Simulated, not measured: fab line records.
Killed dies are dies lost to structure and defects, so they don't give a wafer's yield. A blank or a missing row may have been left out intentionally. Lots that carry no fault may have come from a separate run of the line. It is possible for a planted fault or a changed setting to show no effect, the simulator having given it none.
What tool caused it? ; flow sky130 ; 12 lots, 36 wafers sampled, at 2 steps of a route of 708

## WHAT THE GAUGES READ, wafer by wafer
SKY_LI_CONTACT_RS_MEAS_22: a four-point-probe measurement. Usual: LI_CONTACT_W_RS typically reads 0.2861 ohm/sq, with standard deviation 0.0027.
lot;measured;on;LI_CONTACT_W_RS (ohm/sq);flag
L575;day 29 03:31;filmMetro-02;0.2834 0.2843 0.2815;
L576;day 29 19:45;filmMetro-03;0.2895 0.2846 0.2875;
L578;day 30 06:11;filmMetro-03;0.2822 0.2868 0.2859;
L582;day 31 12:25;filmMetro-01;0.2857 0.2824 0.2850;
L585;day 32 14:37;filmMetro-02;0.2818 0.2801 0.2818;
L587;day 33 08:47;filmMetro-01;0.2874 0.2891 0.2890;
L588;day 33 19:08;filmMetro-01;0.2824 0.2827 0.2839;
L594;day 36 03:58;filmMetro-02;0.2875 0.2854 0.2869;
L596;day 36 05:19;filmMetro-02;0.2872 0.2876 0.2894;
L595;day 36 07:51;filmMetro-02;0.2882 0.2883 0.2902;
L597;day 37 03:23;filmMetro-02;0.2860 0.2873 0.2900;
L598;day 37 08:01;filmMetro-03;0.2887 0.2852 0.2892;

## WHAT TOOL EACH LOT RAN ON (gives the tool, then ch and the chambers of the sampled wafers, and finally the start)
lot;SKY_LI_CONTACT_SPUTTER_19
L575;pvdSputter-04, day 29 03:16
L576;pvdSputter-01, day 29 19:29
L578;pvdSputter-01, day 30 05:55
L582;pvdSputter-03, day 31 12:08
L585;pvdSputter-03, day 32 14:20
L587;pvdSputter-01, day 33 08:32
L588;pvdSputter-04, day 33 18:51
L594;pvdSputter-04, day 36 03:42
L596;pvdSputter-01, day 36 05:01
L595;pvdSputter-04, day 36 07:34
L597;pvdSputter-01, day 37 03:06
L598;pvdSputter-01, day 37 07:41
- SKY_LI_CONTACT_SPUTTER_19: material Ti, target thk 20 nm, time 106.37 s.

## WHAT THE TOOLS THEMSELVES READ (means of the sampled wafers that have a number; where no wafer has one, the mark that the record gives instead)
SKY_LI_CONTACT_SPUTTER_19. Usual: throttleValvePct reads 29.8 % (standard deviation 1).
lot;tool;throttleValvePct (%);flag
L575;pvdSputter-04;30.8;
L576;pvdSputter-01;29.2;
L578;pvdSputter-01;30.3;
L582;pvdSputter-03;30.4;
L585;pvdSputter-03;30.0;
L587;pvdSputter-01;28.5;
L588;pvdSputter-04;29.7;
L594;pvdSputter-04;30.6;
L596;pvdSputter-01;29.2;
L595;pvdSputter-04;30.4;
L597;pvdSputter-01;29.4;
L598;pvdSputter-01;28.5;

## THE ANSWER, worked out from the rows above alone
Rule: take the mean of a lot's wafers that have a number; if it is more than 3 standard deviations from the usual mean, the lot is off. A lot without any number at a reading at which 4 lots or more have one is off too. Where the step has rows for the other lots, those lots are counted as sound. Order of review: gauges by route order, followed by the tools' own readings, for which a lot's mean as printed above is used. The first step at which some lot is off is used, and at that step the reading that is off furthest; a lot without a number counts as furthest.
Across all readings shown, no lot is off: no conclusion can be drawn from this.

## WHAT HAD BEEN PUT IN BY THE SIMULATOR
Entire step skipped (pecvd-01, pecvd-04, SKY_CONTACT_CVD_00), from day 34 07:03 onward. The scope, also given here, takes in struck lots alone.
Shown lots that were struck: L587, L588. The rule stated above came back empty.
